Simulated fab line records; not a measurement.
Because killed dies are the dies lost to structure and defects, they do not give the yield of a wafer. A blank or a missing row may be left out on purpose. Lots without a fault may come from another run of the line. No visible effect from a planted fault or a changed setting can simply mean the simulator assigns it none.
fab line records + flow sky130
[record]
- lots = 13
- wafers = 39
- lastDay = 50
route steps=708 shown LDD_LDN@292 SD_N@353 LI_CONTACT@365 PAD_OPEN@708
lots untouched by any fault: they come from a run of this same line in which no faults occurred
startH: the number of hours between the record's first day and the start of the first shown wafer of the lot + waitH: time in hours since the lot's previous step + " repeats the value in the row above + L1.1+2: several wafers, shown together as one row + - either no value or no given start + * or withheld: withheld + < > ~ a bound
route shown NAME@n: names a module that has steps shown in the file, with the first one's number in the route + usual: mean/standard deviation of fault-free wafers + same: alike in all rows + chamber/n: place in a boat + sites: each site's reading + _std_site: their standard deviation + _edge_site: outer sites' mean less inner sites' + radiusMm: how far each site lies from the wafer's centre + mask NAME#n: copy n + behind: tool/chamber where the wafer was last shaped + hold: why the lot went on hold/how many hours it stayed there/how the hold came to an end + device: whichever transistor did not switch (one of n, p or np) + end of line: the route-end tests of the same wafers + where a step has no rows: the recipe by itself + killed: count of dies lost to structure and defects at first sort (not the wafer's yield) + map: a wafer's dies, x killed, . not, _ none there
set.NAME: the run value of the setting; set.NAME@STEP: its run value at that earlier step + model.NAME: the simulator's own value behind a step, which no gauge read
route steps across a sampled set of lots; one table per step, one row per wafer
services: when a tool's chamber went out of use (startH, in hours from the record's first day, below 0 if earlier), for how many hours, and the reason
[[steps]]
[step SKY_LDD_LDN_SOFTBAKE_03]
[recipe]
- tempC = 90
- timeS = 61.69
- resist = NOVOLAK
[usual]
- plateSensorTCentreC = 90.757/0.0096
- plateSensorTEdgeC = 90.830/0.0093
[same]
- timeS = 61.69
| lot.wafer | tool          | chamber | startH | waitH | plateSensorTCentreC | plateSensorTEdgeC |
|-----------|---------------|---------|--------|-------|---------------------|-------------------|
| L614.1    | lithoTrack-02 | 0       | 514.01 | 0.1   | 90.756              | 90.837            |
| L614.3    | "             | 0       | "      | "     | 90.752              | 90.838            |
| L614.5    | "             | 0       | "      | "     | 90.752              | 90.820            |
| L615.1    | lithoTrack-02 | 0       | 518.16 | 0.1   | 90.756              | 90.810            |
| L615.2    | "             | 0       | "      | "     | 90.765              | 90.816            |
| L615.5    | "             | 0       | "      | "     | 90.766              | 90.833            |
| L617.4    | lithoTrack-03 | 0       | 534.95 | 0.1   | 90.761              | 90.836            |
| L617.5    | "             | 0       | "      | "     | 90.754              | 90.812            |
| L617.6    | "             | 0       | "      | "     | 90.758              | 90.837            |
| L621.1    | lithoTrack-03 | 0       | 579.47 | 0.1   | 90.754              | 90.838            |
| L621.5    | "             | 0       | "      | "     | 90.770              | 90.819            |
| L621.6    | "             | 0       | "      | "     | 90.753              | 90.840            |
| L622.4    | lithoTrack-04 | 0       | 592.59 | 0.1   | 90.738              | 90.850            |
| L622.5    | "             | 0       | "      | "     | 90.751              | 90.821            |
| L622.6    | "             | 0       | "      | "     | 90.749              | 90.823            |
| L623.1    | lithoTrack-02 | 0       | 593.56 | 0.1   | 90.757              | 90.834            |
| L623.2    | "             | 0       | "      | "     | 90.753              | 90.827            |
| L623.3    | "             | 0       | "      | "     | 90.772              | 90.838            |
| L626.2    | lithoTrack-03 | 0       | 613.30 | 0.1   | 90.762              | 90.821            |
| L626.5    | "             | 0       | "      | "     | 90.763              | 90.817            |
| L626.6    | "             | 0       | "      | "     | 90.759              | 90.829            |
| L628.2    | lithoTrack-04 | 0       | 630.69 | 0.1   | 90.749              | 90.841            |
| L628.4    | "             | 0       | "      | "     | 90.777              | 90.840            |
| L628.5    | "             | 0       | "      | "     | 90.771              | 90.822            |
| L631.3    | lithoTrack-02 | 0       | 651.06 | 0.1   | 90.762              | 90.833            |
| L631.4    | "             | 0       | "      | "     | 90.765              | 90.819            |
| L631.6    | "             | 0       | "      | "     | 90.769              | 90.823            |
| L632.1    | lithoTrack-02 | 0       | 667.21 | 0.1   | 90.758              | 90.835            |
| L632.2    | "             | 0       | "      | "     | 90.766              | 90.856            |
| L632.4    | "             | 0       | "      | "     | 90.759              | 90.843            |
| L635.1    | lithoTrack-04 | 0       | 681.92 | 0.1   | 90.746              | 90.821            |
| L635.2    | "             | 0       | "      | "     | 90.758              | 90.823            |
| L635.6    | "             | 0       | "      | "     | 90.743              | 90.834            |
| L636.2    | lithoTrack-03 | 0       | 689.80 | 0.1   | 90.768              | 90.846            |
| L636.5    | "             | 0       | "      | "     | 90.759              | 90.821            |
| L636.6    | "             | 0       | "      | "     | 90.741              | 90.844            |
| L637.1    | lithoTrack-03 | 0       | 699.52 | 0.1   | 90.749              | 90.832            |
| L637.4    | "             | 0       | "      | "     | 90.765              | 90.830            |
| L637.5    | "             | 0       | "      | "     | 90.764              | 90.823            |
[step SKY_SD_N_STRIP_11]
[recipe]
- chemistry = O2/N2
- powerW = 1400
- pressureMtorr = 1500
- platenTempC = withheld
- o2FlowSccm = 3000
- n2FlowSccm = 300
- overashFraction = 0.5
[usual]
- drypumpMotorCurrentA = 6.1/0.4
- n2FlowSccm = 299.9/0.93
- o2FlowSccm = 3001/9.1
- oesProductAu = 0.528/0.004
- stripTimeToEndpointS = 22.54/0.044
| lot.wafer | tool           | chamber | startH | waitH | drypumpMotorCurrentA | n2FlowSccm | o2FlowSccm | oesProductAu | rfHoursCounterH | stripTimeToEndpointS |
|-----------|----------------|---------|--------|-------|----------------------|------------|------------|--------------|-----------------|----------------------|
| L614.1    | plasmaAsher-03 | 1       | 649.57 | 0.2   | 6.3                  | 300.4      | 2989       | 0.524        | 95              | 22.52                |
| L614.3    | "              | 0       | "      | "     | 6.6                  | 300.8      | 3002       | 0.525        | -               | 22.53                |
| L614.5    | "              | 0       | "      | "     | 6.6                  | 300.4      | 3000       | 0.522        | -               | 22.54                |
| L615.1    | plasmaAsher-02 | 1       | 651.57 | 0.2   | 6.0                  | 298.2      | 3009       | 0.533        | 80              | 22.59                |
| L615.2    | "              | 0       | "      | "     | 6.2                  | 298.1      | 3001       | 0.534        | 80              | 22.63                |
| L615.5    | "              | 1       | "      | "     | 6.0                  | 299.0      | 3007       | 0.532        | -               | 22.60                |
| L617.4    | plasmaAsher-02 | 1       | 669.01 | 0.1   | 6.0                  | 300.8      | 2992       | 0.522        | -               | 22.58                |
| L617.5    | "              | 1       | "      | "     | 6.0                  | 300.8      | 2990       | 0.530        | -               | 22.54                |
| L617.6    | "              | 0       | "      | "     | 6.2                  | 302.3      | 2995       | 0.532        | -               | 22.57                |
| L622.4    | plasmaAsher-04 | 0       | 722.51 | 0.1   | 5.5                  | 300.8      | 3002       | 0.526        | -               | 22.55                |
| L622.5    | "              | 0       | "      | "     | 5.5                  | 300.3      | 3016       | 0.529        | -               | 22.54                |
| L622.6    | "              | 1       | "      | "     | 5.4                  | 299.6      | 3006       | 0.535        | -               | 22.56                |
| L621.1    | plasmaAsher-02 | 0       | 723.22 | 0.1   | 6.2                  | 298.6      | 2992       | 0.535        | 87              | 22.54                |
| L621.5    | "              | 0       | "      | "     | 6.2                  | 298.5      | 2995       | 0.524        | -               | 22.55                |
| L621.6    | "              | 1       | "      | "     | 6.0                  | 300.9      | 2996       | 0.532        | -               | 22.55                |
| L623.1    | plasmaAsher-04 | 0       | 725.92 | 0.1   | 5.5                  | 299.0      | 2993       | 0.527        | 61              | 22.49                |
| L623.2    | "              | 1       | "      | "     | 5.4                  | 300.3      | 3003       | 0.535        | 61              | 22.51                |
| L623.3    | "              | 1       | "      | "     | 5.4                  | 298.8      | 2991       | 0.535        | -               | 22.46                |
| L626.2    | plasmaAsher-02 | 0       | 743.17 | 0.1   | 6.2                  | 299.6      | 3008       | 0.530        | 89              | 22.58                |
| L626.5    | "              | 1       | "      | "     | 6.0                  | 302.2      | 2995       | 0.523        | -               | 22.62                |
| L626.6    | "              | 0       | "      | "     | 6.2                  | 300.6      | 2993       | 0.526        | -               | 22.62                |
| L628.2    | plasmaAsher-03 | 0       | 759.52 | 0.1   | 6.6                  | 298.9      | 2980       | 0.527        | 1               | 22.60                |
| L628.4    | "              | 1       | "      | "     | 6.3                  | 301.8      | 3010       | 0.528        | -               | 22.60                |
| L628.5    | "              | 1       | "      | "     | 6.3                  | 300.4      | 3018       | 0.521        | -               | 22.63                |
| L631.3    | plasmaAsher-03 | 1       | 776.46 | 0.1   | 6.3                  | 300.7      | 3002       | 0.526        | -               | 22.53                |
| L631.4    | "              | 0       | "      | "     | 6.5                  | 301.5      | 3012       | 0.533        | -               | 22.48                |
| L631.6    | "              | 1       | "      | "     | 6.3                  | 301.0      | 3012       | 0.524        | -               | 22.51                |
| L632.1    | plasmaAsher-03 | 0       | 793.12 | 0.1   | 6.6                  | 299.4      | 2400       | 0.527        | 5               | 22.89                |
| L632.2    | "              | 1       | "      | "     | 6.3                  | 299.4      | 2400       | 0.523        | 5               | 22.92                |
| L632.4    | "              | 1       | "      | "     | 6.3                  | 299.8      | 2405       | 0.518        | -               | 22.84                |
| L635.1    | plasmaAsher-03 | 1       | 808.52 | 0.1   | 6.3                  | 299.7      | 2387       | 0.525        | 7               | 22.85                |
| L635.2    | "              | 0       | "      | "     | 6.6                  | 300.6      | 2401       | 0.528        | 7               | 22.84                |
| L635.6    | "              | 1       | "      | "     | 6.3                  | 299.3      | 2385       | 0.521        | -               | 22.86                |
| L636.2    | plasmaAsher-03 | 1       | 815.98 | 0.1   | 6.3                  | 299.7      | 2403       | 0.516        | 7               | 22.79                |
| L636.5    | "              | 1       | "      | "     | 6.3                  | 298.3      | 2402       | 0.525        | -               | 22.80                |
| L636.6    | "              | 0       | "      | "     | 6.6                  | 301.7      | 2400       | 0.521        | -               | 22.82                |
| L637.1    | plasmaAsher-02 | 0       | 822.47 | 0.1   | 6.2                  | 299.1      | 3016       | 0.523        | 97              | 22.55                |
| L637.4    | "              | 0       | "      | "     | 6.2                  | 299.9      | 3012       | 0.521        | -               | 22.58                |
| L637.5    | "              | 1       | "      | "     | 6.0                  | 299.8      | 3018       | 0.525        | -               | 22.59                |
[step SKY_LI_CONTACT_BOW_MEAS_03]
[recipe]
- mode = bow
[usual]
- LI_CONTACT_BOW = 55/7.3
| lot.wafer | tool         | chamber | startH | waitH | LI_CONTACT_BOW[um] |
|-----------|--------------|---------|--------|-------|--------------------|
| L614.1    | filmMetro-04 | -       | 650.79 | 0.1   | 55                 |
| L614.3    | "            | -       | "      | "     | 54                 |
| L614.5    | "            | -       | "      | "     | 58                 |
| L615.1    | filmMetro-04 | -       | 652.80 | 0.1   | 50                 |
| L615.2    | "            | -       | "      | "     | 50                 |
| L615.5    | "            | -       | "      | "     | 49                 |
| L617.4    | filmMetro-02 | -       | 670.27 | 0.3   | 56                 |
| L617.5    | "            | -       | "      | "     | 44                 |
| L617.6    | "            | -       | "      | "     | 67                 |
| L622.4    | filmMetro-04 | -       | 723.76 | 0.3   | 53                 |
| L622.5    | "            | -       | "      | "     | 55                 |
| L622.6    | "            | -       | "      | "     | 53                 |
| L621.1    | filmMetro-04 | -       | 724.50 | 0.1   | 56                 |
| L621.5    | "            | -       | "      | "     | 52                 |
| L621.6    | "            | -       | "      | "     | 40                 |
| L623.1    | filmMetro-01 | -       | 727.15 | 0.2   | 48                 |
| L623.2    | "            | -       | "      | "     | 62                 |
| L623.3    | "            | -       | "      | "     | 59                 |
| L626.2    | filmMetro-01 | -       | 744.42 | 0.2   | 51                 |
| L626.5    | "            | -       | "      | "     | 57                 |
| L626.6    | "            | -       | "      | "     | 51                 |
| L628.2    | filmMetro-04 | -       | 760.76 | 0.2   | 51                 |
| L628.4    | "            | -       | "      | "     | 59                 |
| L628.5    | "            | -       | "      | "     | 51                 |
| L631.3    | filmMetro-04 | -       | 777.75 | 0.1   | 24                 |
| L631.4    | "            | -       | "      | "     | 46                 |
| L631.6    | "            | -       | "      | "     | 45                 |
| L632.1    | filmMetro-01 | -       | 794.35 | 0.1   | 52                 |
| L632.2    | "            | -       | "      | "     | 41                 |
| L632.4    | "            | -       | "      | "     | 64                 |
| L635.1    | filmMetro-01 | -       | 809.74 | 0.1   | 64                 |
| L635.2    | "            | -       | "      | "     | 64                 |
| L635.6    | "            | -       | "      | "     | 53                 |
| L636.2    | filmMetro-02 | -       | 817.22 | 0.3   | 44                 |
| L636.5    | "            | -       | "      | "     | 53                 |
| L636.6    | "            | -       | "      | "     | 50                 |
| L637.1    | filmMetro-02 | -       | 823.70 | 0.2   | 63                 |
| L637.4    | "            | -       | "      | "     | 49                 |
| L637.5    | "            | -       | "      | "     | 61                 |
[step SKY_LI_CONTACT_ETCH_15]
[recipe]
- target = PSG
- chemistry = C4F8/O2/Ar
- stopOn = Si
- taperDeg = 4.15
- maskMaterial = KrF-thick
- sourceW = 1500
- biasW = 1200
- pressureMtorr = 40
- c4f8FlowSccm = withheld
- O2_flow_sccm = 6
- Ar_flow_sccm = 300
- timeS = withheld
- targetDepthA = 6000
[usual]
- oesProductAu = 0.838/0.0046
| lot.wafer | tool       | chamber | startH | waitH | oesProductAu |
|-----------|------------|---------|--------|-------|--------------|
| L614.1    | rieDiel-03 | 0       | 679.07 | 0.0   | 0.845        |
| L614.3    | "          | 1       | "      | "     | 0.846        |
| L614.5    | "          | 3       | "      | "     | 0.841        |
| L615.1    | rieDiel-04 | 0       | 681.27 | 0.0   | 0.833        |
| L615.2    | "          | 2       | "      | "     | 0.828        |
| L615.5    | "          | 3       | "      | "     | 0.838        |
| L617.4    | rieDiel-03 | 0       | 697.98 | 0.0   | 0.830        |
| L617.5    | "          | 2       | "      | "     | 0.842        |
| L617.6    | "          | 1       | "      | "     | 0.832        |
| L622.4    | rieDiel-04 | 2       | 751.27 | 0.0   | 0.841        |
| L622.5    | "          | 3       | "      | "     | 0.837        |
| L622.6    | "          | 0       | "      | "     | 0.835        |
| L621.1    | rieDiel-04 | 3       | 752.71 | 0.0   | 0.841        |
| L621.5    | "          | 0       | "      | "     | 0.838        |
| L621.6    | "          | 3       | "      | "     | 0.843        |
| L623.1    | rieDiel-03 | 2       | 755.47 | 0.0   | 0.838        |
| L623.2    | "          | 3       | "      | "     | 0.840        |
| L623.3    | "          | 1       | "      | "     | 0.846        |
| L626.2    | rieDiel-03 | 1       | 772.06 | 0.0   | 0.836        |
| L626.5    | "          | 3       | "      | "     | 0.836        |
| L626.6    | "          | 0       | "      | "     | 0.836        |
| L628.2    | rieDiel-04 | 2       | 787.71 | 0.0   | 0.844        |
| L628.4    | "          | 1       | "      | "     | 0.842        |
| L628.5    | "          | 1       | "      | "     | 0.839        |
| L631.3    | rieDiel-02 | 1       | 804.61 | 0.0   | 0.839        |
| L631.4    | "          | 3       | "      | "     | 0.838        |
| L631.6    | "          | 0       | "      | "     | 0.839        |
| L632.1    | rieDiel-02 | 0       | 821.32 | 0.0   | 0.840        |
| L632.2    | "          | 1       | "      | "     | 0.839        |
| L632.4    | "          | 2       | "      | "     | 0.847        |
| L635.1    | rieDiel-03 | 0       | 835.92 | 0.0   | 0.832        |
| L635.2    | "          | 3       | "      | "     | 0.838        |
| L635.6    | "          | 2       | "      | "     | 0.832        |
| L636.2    | rieDiel-04 | 2       | 843.42 | 0.0   | 0.837        |
| L636.5    | "          | 1       | "      | "     | 0.836        |
| L636.6    | "          | 2       | "      | "     | 0.841        |
| L637.1    | rieDiel-03 | 2       | 849.32 | 0.0   | 0.831        |
| L637.4    | "          | 3       | "      | "     | 0.832        |
| L637.5    | "          | 0       | "      | "     | 0.838        |
[step SKY_PAD_OPEN_PROBE_99]
[usual]
- killed_at_M0_to_M3 = 44/7.1
- killed_at_M4_up = 3/1.6
- killedAtContacts = 24/5.4
- killedAtFrontEnd = 15/4.7
- killedAtOther = 0.3/0.51
- killedDies = 87/9.9
- killedOpen = 48/7.6
- killedShort = 39/6.3
[same]
- grossDies = 492
- killedAtBackSide = 0
| lot.wafer | tool      | chamber | startH  | waitH | killed_at_M0_to_M3 | killed_at_M4_up | killedAtContacts | killedAtFrontEnd | killedAtOther | killedDies | killedOpen | killedShort |
|-----------|-----------|---------|---------|-------|--------------------|-----------------|------------------|------------------|---------------|------------|------------|-------------|
| L614.1    | prober-02 | -       | 1075.14 | 0.1   | 43                 | 0               | 15               | 14               | 0             | 72         | 44         | 28          |
| L614.3    | prober-02 | -       | 1075.24 | 0.2   | 43                 | 2               | 28               | 14               | 0             | 87         | 48         | 39          |
| L614.5    | prober-02 | -       | 1075.34 | 0.2   | 48                 | 3               | 34               | 23               | 1             | 109        | 63         | 46          |
| L615.1    | prober-01 | -       | 1079.24 | 0.1   | 44                 | 3               | 16               | 18               | 0             | 81         | 39         | 42          |
| L615.2    | prober-01 | -       | 1079.29 | 0.1   | 35                 | 2               | 23               | 15               | 1             | 76         | 44         | 32          |
| L615.5    | prober-01 | -       | 1079.44 | 0.2   | 50                 | 6               | 15               | 25               | 0             | 96         | 59         | 37          |
| L617.4    | prober-02 | -       | 1090.88 | 0.2   | 40                 | 4               | 26               | 20               | 0             | 90         | 45         | 45          |
| L617.5    | prober-02 | -       | 1090.93 | 0.2   | 51                 | 4               | 27               | 15               | 0             | 97         | 53         | 44          |
| L617.6    | prober-02 | -       | 1090.98 | 0.2   | 55                 | 1               | 29               | 10               | 0             | 95         | 56         | 39          |
| L631.3    | prober-02 | -       | 1165.30 | 0.2   | 52                 | 2               | 30               | 20               | 0             | 104        | 61         | 43          |
| L631.4    | prober-02 | -       | 1165.35 | 0.2   | 42                 | 2               | 18               | 10               | 0             | 72         | 40         | 32          |
| L631.6    | prober-02 | -       | 1165.45 | 0.2   | 35                 | 5               | 19               | 7                | 0             | 66         | 37         | 29          |
| L632.1    | prober-01 | -       | 1175.54 | 0.1   | 42                 | 2               | 21               | 12               | 0             | 77         | 38         | 39          |
| L632.2    | prober-01 | -       | 1175.59 | 0.1   | 39                 | 1               | 27               | 11               | 0             | 78         | 38         | 40          |
| L632.4    | prober-01 | -       | 1175.69 | 0.2   | 37                 | 2               | 34               | 12               | 0             | 85         | 48         | 37          |
| L635.1    | prober-02 | -       | 1188.64 | 0.1   | 61                 | 2               | 23               | 12               | 0             | 98         | 53         | 45          |
| L635.2    | prober-02 | -       | 1188.69 | 0.1   | 48                 | 5               | 17               | 17               | 0             | 87         | 48         | 39          |
| L635.6    | prober-02 | -       | 1188.89 | 0.2   | 37                 | 1               | 27               | 19               | 1             | 85         | 46         | 39          |
| L636.2    | prober-01 | -       | 1191.54 | 0.1   | 43                 | 4               | 22               | 12               | 2             | 83         | 43         | 40          |
| L636.5    | prober-01 | -       | 1191.69 | 0.2   | 31                 | 10              | 22               | 11               | 0             | 74         | 41         | 33          |
| L636.6    | prober-01 | -       | 1191.74 | 0.2   | 37                 | 1               | 25               | 7                | 1             | 71         | 43         | 28          |
// killed by level:class
L614.1 VIA1:geometricParticle:open=12 VIA3:geometricParticle:open=7 CONTACT:geometricParticle:open=6 POLY_GATE:geometricParticle:open=5 METAL1:geometricParticle:short=5 VIA2:geometricParticle:open=5 LI_CONTACT:geometricParticle:open=4 METAL3:geometricParticle:short=4
L614.3 CONTACT:geometricParticle:open=11 VIA1:geometricParticle:open=10 VIA3:geometricParticle:open=8 VIA2:geometricParticle:open=6 LI_CONTACT:geometricParticle:open=6 FIELD_ISO:geometricParticle:short=5 CONTACT:geometricParticle:short=5 VIA1:geometricParticle:short=4
L614.5 CONTACT:geometricParticle:open=13 VIA1:geometricParticle:open=13 LI_CONTACT:geometricParticle:open=10 VIA3:geometricParticle:open=9 POLY_GATE:geometricParticle:short=7 LOCAL_INTERCONNECT:geometricParticle:short=6 METAL2:geometricParticle:short=6 POLY_GATE:geometricParticle:open=5
L615.1 VIA1:geometricParticle:open=10 METAL1:geometricParticle:short=7 CONTACT:geometricParticle:short=6 CONTACT:geometricParticle:open=6 VIA1:geometricParticle:short=6 VIA3:geometricParticle:open=6 POLY_GATE:geometricParticle:open=5 POLY_GATE:geometricParticle:short=4
L615.2 VIA1:geometricParticle:open=10 CONTACT:geometricParticle:open=9 LI_CONTACT:geometricParticle:open=6 METAL2:geometricParticle:short=6 VIA3:geometricParticle:short=5 VIA3:geometricParticle:open=4 FIELD_ISO:geometricParticle:short=3 FIELD_ISO:geometricParticle:open=3
L615.5 VIA1:geometricParticle:open=13 VIA2:geometricParticle:open=12 POLY_GATE:geometricParticle:open=9 FIELD_ISO:geometricParticle:open=5 VIA3:geometricParticle:open=5 CONTACT:geometricParticle:open=5 FIELD_ISO:geometricParticle:short=4 VIA2:geometricParticle:short=4
L617.4 VIA1:geometricParticle:open=11 LI_CONTACT:geometricParticle:open=8 METAL2:geometricParticle:short=8 CONTACT:geometricParticle:open=7 VIA1:geometricParticle:short=6 CONTACT:geometricParticle:short=6 FIELD_ISO:geometricParticle:open=5 FIELD_ISO:geometricParticle:short=5
L617.5 CONTACT:geometricParticle:open=10 VIA3:geometricParticle:open=10 VIA1:geometricParticle:short=9 VIA1:geometricParticle:open=8 LI_CONTACT:geometricParticle:open=7 VIA2:geometricParticle:open=6 POLY_GATE:geometricParticle:short=5 FIELD_ISO:geometricParticle:short=4
L617.6 VIA1:geometricParticle:open=16 CONTACT:geometricParticle:open=10 VIA1:geometricParticle:short=9 LI_CONTACT:geometricParticle:open=9 METAL2:geometricParticle:short=6 VIA2:geometricParticle:open=6 VIA3:geometricParticle:open=6 VIA3:geometricParticle:short=5
L631.3 VIA1:geometricParticle:open=14 LI_CONTACT:geometricParticle:open=12 VIA3:geometricParticle:open=8 CONTACT:geometricParticle:open=6 POLY_GATE:geometricParticle:open=5 CONTACT:geometricParticle:short=5 METAL1:geometricParticle:short=5 VIA1:geometricParticle:short=5
L631.4 VIA1:geometricParticle:open=12 CONTACT:geometricParticle:open=7 VIA3:geometricParticle:open=7 LI_CONTACT:geometricParticle:open=6 METAL2:geometricParticle:short=5 METAL1:geometricParticle:short=4 METAL3:geometricParticle:short=4 FIELD_ISO:geometricParticle:open=3
L631.6 VIA1:geometricParticle:open=8 CONTACT:geometricParticle:open=7 LI_CONTACT:geometricParticle:open=6 METAL1:geometricParticle:short=5 VIA3:geometricParticle:open=5 VIA1:geometricParticle:short=4 VIA2:geometricParticle:open=4 VIA2:geometricParticle:short=4
L632.1 VIA1:geometricParticle:open=12 CONTACT:geometricParticle:short=8 METAL1:geometricParticle:short=7 CONTACT:geometricParticle:open=6 VIA2:geometricParticle:open=6 FIELD_ISO:geometricParticle:short=4 VIA3:geometricParticle:open=4 METAL2:geometricParticle:short=4
L632.2 VIA1:geometricParticle:open=9 METAL2:geometricParticle:short=8 LI_CONTACT:geometricParticle:open=6 VIA3:geometricParticle:open=6 CONTACT:geometricParticle:open=6 CONTACT:geometricParticle:short=6 VIA2:geometricParticle:open=4 LI_CONTACT:geometricParticle:short=4
L632.4 CONTACT:geometricParticle:open=16 VIA2:geometricParticle:open=8 LI_CONTACT:geometricParticle:open=7 VIA1:geometricParticle:open=7 POLY_GATE:geometricParticle:short=5 VIA1:geometricParticle:short=5 METAL1:geometricParticle:short=5 FIELD_ISO:geometricParticle:short=4
L635.1 VIA1:geometricParticle:open=15 METAL2:geometricParticle:short=10 VIA3:geometricParticle:open=10 CONTACT:geometricParticle:short=9 METAL1:geometricParticle:short=7 CONTACT:geometricParticle:open=6 VIA2:geometricParticle:open=6 VIA1:geometricParticle:short=5
L635.2 VIA2:geometricParticle:open=9 VIA1:geometricParticle:open=7 LI_CONTACT:geometricParticle:open=6 POLY_GATE:geometricParticle:open=6 METAL2:geometricParticle:short=6 VIA2:geometricParticle:short=5 POLY_GATE:geometricParticle:short=5 CONTACT:geometricParticle:short=5
L635.6 CONTACT:geometricParticle:open=9 VIA1:geometricParticle:open=9 CONTACT:geometricParticle:short=7 METAL2:geometricParticle:short=7 VIA3:geometricParticle:open=6 FIELD_ISO:geometricParticle:open=5 POLY_GATE:geometricParticle:open=5 LI_CONTACT:geometricParticle:open=5
L636.2 VIA1:geometricParticle:open=16 METAL1:geometricParticle:short=8 CONTACT:geometricParticle:open=6 CONTACT:geometricParticle:short=6 VIA3:geometricParticle:short=4 METAL2:geometricParticle:short=4 FIELD_ISO:geometricParticle:short=3 POLY_CUT:geometricParticle:open=3
L636.5 LI_CONTACT:geometricParticle:open=9 VIA1:geometricParticle:open=9 METAL4:geometricParticle:short=7 CONTACT:geometricParticle:open=4 LOCAL_INTERCONNECT:geometricParticle:short=4 METAL1:geometricParticle:short=4 VIA3:geometricParticle:open=4 POLY_GATE:geometricParticle:short=3
L636.6 CONTACT:geometricParticle:open=11 VIA3:geometricParticle:open=8 VIA2:geometricParticle:open=7 LI_CONTACT:geometricParticle:open=6 METAL1:geometricParticle:short=4 VIA1:geometricParticle:short=4 METAL2:geometricParticle:short=4 POLY_GATE:geometricParticle:short=3
[[services]]
| tool           | chamber | startH | hours | kind      |
|----------------|---------|--------|-------|-----------|
| rieDiel-02     | 3       | 495.21 | 3.3   | repair    |
| plasmaAsher-03 | -       | 532.71 | 5.9   | repair    |
| rieDiel-03     | 0       | 536.76 | 8.6   | repair    |
| rieDiel-02     | 0       | 549.60 | 5.7   | repair    |
| rieDiel-02     | -       | 552.40 | 2.8   | pm        |
| rieDiel-02     | 1       | 559.71 | 4.5   | repair    |
| rieDiel-04     | 2       | 584.78 | 21.2  | repair    |
| rieDiel-04     | 0       | 589.18 | 3.6   | repair    |
| rieDiel-03     | -       | 599.62 | 2.8   | pm        |
| rieDiel-02     | 0       | 614.72 | 1.2   | repair    |
| rieDiel-03     | 1       | 637.90 | 8.8   | repair    |
| plasmaAsher-04 | -       | 643.00 | 0.3   | repair    |
| rieDiel-04     | 3       | 661.06 | 14.2  | repair    |
| rieDiel-03     | -       | 724.92 | 1.6   | repair    |
| plasmaAsher-03 | -       | 733.75 | 9.0   | pm        |
| plasmaAsher-03 | 0       | 733.75 | 9.0   | ventCycle |
| rieDiel-03     | 0       | 755.05 | 2.0   | repair    |
| rieDiel-03     | -       | 769.78 | 0.2   | repair    |
| rieDiel-03     | -       | 776.04 | 0.5   | repair    |
| rieDiel-04     | -       | 787.36 | 0.3   | repair    |
| rieDiel-04     | 1       | 789.21 | 6.0   | repair    |
| rieDiel-04     | -       | 790.58 | 0.4   | repair    |
| rieDiel-03     | 2       | 807.17 | 1.8   | repair    |
| rieDiel-03     | 0       | 816.13 | 8.8   | repair    |
[[key]]
[firstSign]
- step = SKY_SD_N_STRIP_11
- reading = o2FlowSccm
- direction = down
- sigmas = 66
- usual = 3001
- struck = 2398
[effect]
- step = SKY_SD_N_STRIP_11
- reading = stripTimeToEndpointS
- direction = up
- sigmas = 6.8
- usual = *
- struck = *
metAt SKY_SD_N_STRIP_11
struckLots L632,L635,L636
testerLeftOut L632,L635,L636
notActingAt SKY_LDD_LDN_SOFTBAKE_03,SKY_LI_CONTACT_BOW_MEAS_03,SKY_LI_CONTACT_ETCH_15
onsetBetween 776.46 793.12
[fault]
- kind = processParameterDrift
- tool = plasmaAsher-03
- chamber = -
- onsetH = 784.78
- steps = SKY_SD_N_STRIP_11
- channel = o2FlowSccm
- offset = -600
- shape = step
- endH = 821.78
- actsIn = theseRecipesOnly
- stated = 3000
// testerLeftOut: of these lots the tester's yield and bins aren't shown, on N5 and GAA mostly nor the transistor test; their killed dies are dies lost to structure and defects alone, not to doping, threshold or leakage, so they don't give the yield
